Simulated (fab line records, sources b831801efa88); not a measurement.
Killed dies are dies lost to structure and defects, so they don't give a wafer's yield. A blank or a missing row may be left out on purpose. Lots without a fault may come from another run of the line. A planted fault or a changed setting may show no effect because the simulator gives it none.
Which tool did it? | flow sky130 | 24 lots, 72 wafers sampled, at 6 steps of a route of 708

WHAT THE GAUGES READ, wafer by wafer
The record holds no reading of a measuring or inspecting step that can be judged against a usual standard deviation.

WHICH TOOL RAN EACH LOT (tool, then ch and the chambers of the sampled wafers, then the start)
lot  | SKY_LOCAL_INTERCONNECT_SPUTTER_00 | SKY_METAL2_SPUTTER_00        | SKY_VIA2_STRIP_16                    | SKY_CAPM_METAL_ETCH_13            | SKY_CAP2M_CVD_00                | SKY_METAL4_ETCH_16
L074 | pvd_sputter-01, day 29 00:54      | pvd_sputter-02, day 33 22:10 | plasma_asher-04 ch 0,1, day 36 05:18 | rie_metal-04 ch 0,1, day 37 08:36 | pecvd-03 ch 0,1, day 39 15:09   | rie_metal-01 ch 0,1, day 41 17:32
L075 | pvd_sputter-01, day 29 03:49      | pvd_sputter-02, day 34 00:52 | plasma_asher-02 ch 0, day 36 08:01   | rie_metal-04 ch 0,1, day 37 11:52 | pecvd-04 ch 0,2, day 39 18:47   | rie_metal-02 ch 0,1, day 41 20:32
L076 | pvd_sputter-01, day 29 23:40      | pvd_sputter-02, day 34 19:09 | plasma_asher-04 ch 0,1, day 37 00:36 | rie_metal-04 ch 0,1, day 38 03:48 | pecvd-04 ch 1, day 40 09:30     | rie_metal-03 ch 0,1, day 42 09:47
L077 | pvd_sputter-02, day 30 13:09      | pvd_sputter-02, day 35 08:25 | plasma_asher-04 ch 0,1, day 37 13:51 | rie_metal-03 ch 0, day 38 17:20   | pecvd-02 ch 0,1, day 40 22:47   | rie_metal-03 ch 1, day 42 23:20
L079 | pvd_sputter-02, day 31 04:46      | pvd_sputter-01, day 35 22:25 | plasma_asher-03 ch 0, day 38 04:03   | rie_metal-01 ch 0, day 39 06:46   | pecvd-02 ch 0,1,2, day 41 12:31 | rie_metal-01 ch 0,1, day 43 12:00
L078 | pvd_sputter-02, day 31 06:20      | pvd_sputter-01, day 36 00:40 | plasma_asher-02 ch 0,1, day 38 06:14 | rie_metal-03 ch 0,1, day 39 08:45 | pecvd-03 ch 0,2, day 41 14:00   | rie_metal-03 ch 0,1, day 43 13:20
L080 | pvd_sputter-02, day 31 15:13      | pvd_sputter-01, day 36 10:04 | plasma_asher-02 ch 0,1, day 38 15:55 | rie_metal-04 ch 0,1, day 39 18:28 | pecvd-04 ch 0,2, day 41 23:19   | rie_metal-02 ch 0,1, day 43 22:35
L081 | pvd_sputter-02, day 31 22:52      | pvd_sputter-02, day 36 17:37 | plasma_asher-04 ch 0,1, day 38 21:59 | rie_metal-04 ch 0,1, day 40 01:06 | pecvd-03 ch 0,1, day 42 07:53   | rie_metal-03 ch 0,1, day 44 04:58
L082 | pvd_sputter-03, day 31 23:31      | pvd_sputter-01, day 36 17:58 | plasma_asher-03 ch 0, day 39 00:01   | rie_metal-01 ch 0,1, day 40 01:58 | pecvd-02 ch 1,2, day 42 08:11   | rie_metal-01 ch 0,1, day 44 06:14
L083 | pvd_sputter-03, day 32 00:59      | pvd_sputter-02, day 36 18:16 | plasma_asher-02 ch 0,1, day 39 00:06 | rie_metal-03 ch 0,1, day 40 02:16 | pecvd-04 ch 0,1, day 42 09:08   | rie_metal-02 ch 0,1, day 44 07:14
L084 | pvd_sputter-03, day 32 14:19      | pvd_sputter-03, day 37 07:34 | plasma_asher-02 ch 0,1, day 39 12:30 | rie_metal-03 ch 1, day 40 14:17   | pecvd-04 ch 0,1, day 42 17:52   | rie_metal-03 ch 0,1, day 44 14:59
L085 | pvd_sputter-03, day 33 00:34      | pvd_sputter-03, day 37 17:16 | plasma_asher-04 ch 0,1, day 39 21:39 | rie_metal-04 ch 0,1, day 40 23:18 | pecvd-04 ch 1,2, day 43 02:22   | rie_metal-02 ch 0,1, day 44 23:18
L086 | pvd_sputter-02, day 33 06:07      | pvd_sputter-02, day 37 21:10 | plasma_asher-02 ch 0,1, day 40 01:40 | rie_metal-01 ch 0,1, day 41 03:49 | pecvd-03 ch 0,2, day 43 08:16   | rie_metal-02 ch 0,1, day 45 05:26
L087 | pvd_sputter-03, day 33 22:32      | pvd_sputter-01, day 38 13:11 | plasma_asher-04 ch 0,1, day 40 16:57 | rie_metal-01 ch 0, day 41 18:46   | pecvd-04 ch 0,1,2, day 43 20:23 | rie_metal-02 ch 0,1, day 45 16:11
L088 | pvd_sputter-02, day 33 23:48      | pvd_sputter-01, day 38 14:55 | plasma_asher-02 ch 0,1, day 40 18:24 | rie_metal-03 ch 0,1, day 41 20:01 | pecvd-03 ch 0,1,2, day 43 21:11 | rie_metal-01 ch 0,1, day 45 18:02
L089 | pvd_sputter-02, day 34 06:41      | pvd_sputter-02, day 38 21:08 | plasma_asher-03 ch 0,1, day 41 01:14 | rie_metal-01 ch 0, day 42 02:39   | pecvd-04 ch 1,2, day 44 04:29   | rie_metal-03 ch 0,1, day 46 01:31
L090 | pvd_sputter-03, day 34 16:55      | pvd_sputter-02, day 39 06:39 | plasma_asher-03 ch 0,1, day 41 09:36 | rie_metal-04 ch 0,1, day 42 11:24 | pecvd-02 ch 1,2, day 44 12:38   | rie_metal-03 ch 0,1, day 46 08:27
L092 | pvd_sputter-02, day 35 12:07      | pvd_sputter-03, day 40 00:27 | plasma_asher-03 ch 0,1, day 42 02:31 | rie_metal-01 ch 0,1, day 43 03:05 | pecvd-03 ch 0,2, day 45 03:46   | rie_metal-03 ch 0,1, day 46 21:53
L091 | pvd_sputter-02, day 35 15:40      | pvd_sputter-02, day 40 05:55 | plasma_asher-02 ch 0, day 42 08:00   | rie_metal-01 ch 0,1, day 43 08:42 | pecvd-02 ch 0,1, day 45 08:56   | rie_metal-03 ch 0,1, day 47 02:05
L093 | pvd_sputter-01, day 35 17:26      | pvd_sputter-01, day 40 06:16 | plasma_asher-04 ch 0,1, day 42 08:31 | rie_metal-03 ch 0,1, day 43 09:16 | pecvd-04 ch 0,1,2, day 45 10:29 | rie_metal-01 ch 0,1, day 47 04:32
L094 | pvd_sputter-02, day 35 19:03      | pvd_sputter-03, day 40 07:25 | plasma_asher-02 ch 0, day 42 09:09   | rie_metal-04 ch 0,1, day 43 09:34 | pecvd-03 ch 0,1,2, day 45 10:52 | rie_metal-02 ch 1, day 47 05:14
L095 | pvd_sputter-02, day 36 05:12      | pvd_sputter-03, day 40 17:14 | plasma_asher-03 ch 0,1, day 42 18:37 | rie_metal-04 ch 0,1, day 43 19:14 | pecvd-04 ch 0,1,2, day 45 19:23 | rie_metal-02 ch 0,1, day 47 11:45
L096 | pvd_sputter-03, day 36 08:30      | pvd_sputter-03, day 40 20:52 | plasma_asher-02 ch 0,1, day 42 21:13 | rie_metal-04 ch 0,1, day 43 22:12 | pecvd-03 ch 0,2, day 45 21:50   | rie_metal-01 ch 0,1, day 47 16:05
L097 | pvd_sputter-03, day 36 13:26      | pvd_sputter-02, day 41 00:38 | plasma_asher-02 ch 0,1, day 43 01:42 | rie_metal-04 ch 0,1, day 44 02:14 | pecvd-04 ch 0,1, day 46 01:15   | rie_metal-02 ch 0,1, day 47 18:50
- SKY_LOCAL_INTERCONNECT_SPUTTER_00: material TiN, target thk 100 nm, time 83.3 s.
- SKY_METAL2_SPUTTER_00: material Ti, target thk 15 nm, time 10 s.
- SKY_VIA2_STRIP_16: strips in O2/N2.
- SKY_CAPM_METAL_ETCH_13: etches TiN in Cl2/BCl3, stops on SiO2, target depth 220 nm, time 62.9 s.
- SKY_CAP2M_CVD_00: deposits SiO2, target thk 15.5 nm.
- SKY_METAL4_ETCH_16: etches BARC in N2/H2, stops on SiO2, time 88.2 s, target depth 60 nm.

WHAT THE TOOLS THEMSELVES READ (means of the sampled wafers that have a number; where no wafer has one, the mark that the record gives instead)
SKY_LOCAL_INTERCONNECT_SPUTTER_00.
lot  | tool           | throttle_valve_pct (%)
L074 | pvd_sputter-01 | 30.0
L075 | pvd_sputter-01 | 30.1
L076 | pvd_sputter-01 | 30.7
L077 | pvd_sputter-02 | 29.1
L079 | pvd_sputter-02 | 29.2
L078 | pvd_sputter-02 | 29.2
L080 | pvd_sputter-02 | 29.1
L081 | pvd_sputter-02 | 28.8
L082 | pvd_sputter-03 | 30.1
L083 | pvd_sputter-03 | 30.3
L084 | pvd_sputter-03 | 29.9
L085 | pvd_sputter-03 | 29.8
L086 | pvd_sputter-02 | 28.9
L087 | pvd_sputter-03 | 29.9
L088 | pvd_sputter-02 | 29.1
L089 | pvd_sputter-02 | 29.2
L090 | pvd_sputter-03 | 30.2
L092 | pvd_sputter-02 | 29.0
L091 | pvd_sputter-02 | 29.0
L093 | pvd_sputter-01 | 30.2
L094 | pvd_sputter-02 | 28.9
L095 | pvd_sputter-02 | 29.1
L096 | pvd_sputter-03 | 30.2
L097 | pvd_sputter-03 | 30.2

SKY_METAL2_SPUTTER_00.
lot  | tool           | throttle_valve_pct (%)
L074 | pvd_sputter-02 | 29.1
L075 | pvd_sputter-02 | 28.9
L076 | pvd_sputter-02 | 29.1
L077 | pvd_sputter-02 | 29.0
L079 | pvd_sputter-01 | 30.5
L078 | pvd_sputter-01 | 30.3
L080 | pvd_sputter-01 | 30.1
L081 | pvd_sputter-02 | 29.1
L082 | pvd_sputter-01 | 29.8
L083 | pvd_sputter-02 | 29.0
L084 | pvd_sputter-03 | 30.4
L085 | pvd_sputter-03 | 29.8
L086 | pvd_sputter-02 | 29.1
L087 | pvd_sputter-01 | 30.0
L088 | pvd_sputter-01 | 30.1
L089 | pvd_sputter-02 | 29.0
L090 | pvd_sputter-02 | 29.1
L092 | pvd_sputter-03 | 30.0
L091 | pvd_sputter-02 | 29.2
L093 | pvd_sputter-01 | 30.7
L094 | pvd_sputter-03 | 30.2
L095 | pvd_sputter-03 | 29.9
L096 | pvd_sputter-03 | 30.4
L097 | pvd_sputter-02 | 29.2

SKY_VIA2_STRIP_16.
lot  | tool            | chamber_pressure_mTorr (mTorr) | drypump_motor_current_A (A) | n2_flow_sccm (sccm) | oes_product_au (a.u.) | strip_time_to_endpoint_s (s)
L074 | plasma_asher-04 | 1500.4                         | 5.3                         | 299.8               | 0.399                 | 4.00
L075 | plasma_asher-02 | 1499.9                         | 5.7                         | 300.5               | 0.400                 | 4.07
L076 | plasma_asher-04 | 1501.2                         | 5.3                         | 299.7               | 0.399                 | 4.03
L077 | plasma_asher-04 | 1498.8                         | 5.3                         | 301.2               | 0.399                 | 3.99
L079 | plasma_asher-03 | 1500.1                         | 6.5                         | 298.8               | 0.398                 | 4.04
L078 | plasma_asher-02 | 1499.8                         | 5.6                         | 299.5               | 0.401                 | 4.05
L080 | plasma_asher-02 | 1500.1                         | 5.6                         | 300.1               | 0.400                 | 4.04
L081 | plasma_asher-04 | 1500.7                         | 5.3                         | 300.2               | 0.399                 | 4.03
L082 | plasma_asher-03 | 1500.0                         | 6.5                         | 299.8               | 0.399                 | 4.03
L083 | plasma_asher-02 | 1499.2                         | 5.6                         | 300.6               | 0.401                 | 4.04
L084 | plasma_asher-02 | 1499.8                         | 5.6                         | 300.2               | 0.398                 | 4.04
L085 | plasma_asher-04 | 1499.9                         | 5.3                         | 300.6               | 0.400                 | 4.03
L086 | plasma_asher-02 | 1499.4                         | 5.6                         | 301.1               | 0.397                 | 4.01
L087 | plasma_asher-04 | 1499.0                         | 5.3                         | 299.4               | 0.394                 | 4.04
L088 | plasma_asher-02 | 1500.0                         | 5.6                         | 299.6               | 0.401                 | 4.07
L089 | plasma_asher-03 | 1499.5                         | 5.5                         | 300.3               | 0.399                 | 4.07
L090 | plasma_asher-03 | 1498.5                         | 6.0                         | 299.2               | 0.397                 | 4.05
L092 | plasma_asher-03 | 1499.7                         | 6.0                         | 300.2               | 0.396                 | 4.03
L091 | plasma_asher-02 | 1501.0                         | 5.7                         | 300.6               | 0.403                 | 4.02
L093 | plasma_asher-04 | 1500.4                         | 5.3                         | 300.5               | 0.398                 | 4.07
L094 | plasma_asher-02 | 1500.1                         | 5.7                         | 300.0               | 0.400                 | 4.09
L095 | plasma_asher-03 | 1500.3                         | 6.0                         | 299.3               | 0.395                 | 4.03
L096 | plasma_asher-02 | 1500.9                         | 5.6                         | 300.2               | 0.396                 | 4.05
L097 | plasma_asher-02 | 1499.6                         | 5.5                         | 300.1               | 0.400                 | 4.05

SKY_CAPM_METAL_ETCH_13.
lot  | tool         | chamber_pressure_mTorr (mTorr) | drypump_motor_current_A (A) | oes_product_au (a.u.) | throttle_valve_pct (%)
L074 | rie_metal-04 | 10.007                         | 5.3                         | 0.948                 | 21.895
L075 | rie_metal-04 | 10.000                         | 5.6                         | 0.950                 | 21.888
L076 | rie_metal-04 | 10.006                         | 5.3                         | 0.952                 | 21.901
L077 | rie_metal-03 | 10.004                         | 5.5                         | 0.951                 | 21.894
L079 | rie_metal-01 | 9.998                          | 5.3                         | 0.938                 | 21.910
L078 | rie_metal-03 | 10.006                         | 5.9                         | 0.933                 | 21.896
L080 | rie_metal-04 | 9.996                          | 5.3                         | 0.947                 | 21.898
L081 | rie_metal-04 | 10.010                         | 5.6                         | 0.942                 | 21.899
L082 | rie_metal-01 | 10.005                         | 5.6                         | 0.943                 | 21.904
L083 | rie_metal-03 | 9.998                          | 6.2                         | 0.942                 | 21.893
L084 | rie_metal-03 | 9.995                          | 6.4                         | 0.945                 | 21.899
L085 | rie_metal-04 | 10.001                         | 5.6                         | 0.946                 | 21.894
L086 | rie_metal-01 | 9.995                          | 5.7                         | 0.937                 | 21.903
L087 | rie_metal-01 | 10.000                         | 5.3                         | 0.945                 | 21.893
L088 | rie_metal-03 | 9.996                          | 5.9                         | 0.947                 | 21.898
L089 | rie_metal-01 | 9.993                          | 5.3                         | 0.951                 | 21.890
L090 | rie_metal-04 | 10.001                         | 5.3                         | 0.937                 | 21.905
L092 | rie_metal-01 | 10.004                         | 5.6                         | 0.943                 | 21.898
L091 | rie_metal-01 | 10.004                         | 5.5                         | 0.944                 | 21.898
L093 | rie_metal-03 | 10.003                         | 5.8                         | 0.935                 | 21.907
L094 | rie_metal-04 | 10.000                         | 5.6                         | 0.944                 | 21.904
L095 | rie_metal-04 | 9.999                          | 5.2                         | 0.953                 | 21.898
L096 | rie_metal-04 | 10.003                         | 5.5                         | 0.941                 | 21.900
L097 | rie_metal-04 | 9.995                          | 5.3                         | 0.940                 | 21.891

SKY_CAP2M_CVD_00.
lot  | tool     | heater_power_w (W)
L074 | pecvd-03 | 662
L075 | pecvd-04 | 749
L076 | pecvd-04 | 769
L077 | pecvd-02 | 625
L079 | pecvd-02 | 708
L078 | pecvd-03 | 681
L080 | pecvd-04 | 817
L081 | pecvd-03 | 738
L082 | pecvd-02 | 731
L083 | pecvd-04 | 729
L084 | pecvd-04 | 749
L085 | pecvd-04 | 728
L086 | pecvd-03 | 621
L087 | pecvd-04 | 762
L088 | pecvd-03 | 706
L089 | pecvd-04 | 716
L090 | pecvd-02 | 642
L092 | pecvd-03 | 712
L091 | pecvd-02 | 644
L093 | pecvd-04 | 760
L094 | pecvd-03 | 751
L095 | pecvd-04 | 792
L096 | pecvd-03 | 619
L097 | pecvd-04 | 789

SKY_METAL4_ETCH_16.
lot  | tool         | chamber_pressure_mTorr (mTorr) | drypump_motor_current_A (A) | h2_flow_sccm (sccm) | n2_flow_sccm (sccm) | oes_product_au (a.u.) | throttle_valve_pct (%)
L074 | rie_metal-01 | 30.017                         | 5.6                         | 199.4               | 99.81               | 0.628                 | 13.210
L075 | rie_metal-02 | 30.007                         | 5.2                         | 199.7               | 99.73               | 0.626                 | 13.202
L076 | rie_metal-03 | 29.983                         | 6.2                         | 200.4               | 100.18              | 0.626                 | 13.205
L077 | rie_metal-03 | 29.986                         | 6.5                         | 199.7               | 99.73               | 0.630                 | 13.206
L079 | rie_metal-01 | 29.981                         | 5.5                         | 200.3               | 100.06              | 0.625                 | 13.207
L078 | rie_metal-03 | 29.991                         | 6.2                         | 199.5               | 100.09              | 0.622                 | 13.207
L080 | rie_metal-02 | 30.007                         | 5.1                         | 200.0               | 99.73               | 0.625                 | 13.203
L081 | rie_metal-03 | 29.999                         | 5.9                         | 199.6               | 100.02              | 0.629                 | 13.212
L082 | rie_metal-01 | 29.998                         | 5.5                         | 200.0               | 100.14              | 0.625                 | 13.199
L083 | rie_metal-02 | 29.988                         | 5.2                         | 200.4               | 99.74               | 0.627                 | 13.200
L084 | rie_metal-03 | 29.999                         | 5.8                         | 199.8               | 100.18              | 0.625                 | 13.207
L085 | rie_metal-02 | 29.984                         | 5.2                         | 199.9               | 99.96               | 0.626                 | 13.195
L086 | rie_metal-02 | 29.986                         | 5.2                         | 200.0               | 100.01              | 0.624                 | 13.210
L087 | rie_metal-02 | 30.005                         | 5.2                         | 200.0               | 99.93               | 0.627                 | 13.204
L088 | rie_metal-01 | 30.021                         | 5.7                         | 200.3               | 100.49              | 0.630                 | 13.204
L089 | rie_metal-03 | 29.994                         | 5.9                         | 200.7               | 100.06              | 0.626                 | 13.204
L090 | rie_metal-03 | 29.992                         | 5.9                         | 199.8               | 99.98               | 0.622                 | 13.198
L092 | rie_metal-03 | 29.997                         | 5.9                         | 199.6               | 100.08              | 0.626                 | 13.206
L091 | rie_metal-03 | 30.014                         | 5.9                         | 199.7               | 99.99               | 0.621                 | 13.203
L093 | rie_metal-01 | 29.988                         | 5.7                         | 200.5               | 99.75               | 0.627                 | 13.204
L094 | rie_metal-02 | 30.001                         | 5.0                         | 199.6               | 99.86               | 0.625                 | 13.205
L095 | rie_metal-02 | 29.981                         | 5.2                         | 200.2               | 100.14              | 0.622                 | 13.207
L096 | rie_metal-01 | 29.994                         | 5.7                         | 199.4               | 100.20              | 0.624                 | 13.207
L097 | rie_metal-02 | 29.999                         | 5.2                         | 200.5               | 99.95               | 0.624                 | 13.201

THE ANSWER, worked out from the rows above alone
Rule: what is usual is taken from the lots themselves. Put in order of their means at a reading, lots are off if they are a third of the lots or fewer, leave a main group of 4 or more, and stand apart from it by a gap of 3 or more times the standard deviation of the main group's means; of several such gaps the widest counts. A main group whose means are all the same, to the digits that the tables above print for the reading, isn't used. A lot without any number at a reading at which 4 lots or more have one is off too. The other lots that the step has rows for count as sound. The gauges are gone through in route order, then the tools' own readings, and for those a lot's mean is taken as printed above. The first step at which some lot is off is used, and at that step the reading that is off furthest; a lot without a number counts as furthest.
No lot is off at any reading shown: from this, nothing can be told.

WHAT THE SIMULATOR HAD PUT IN
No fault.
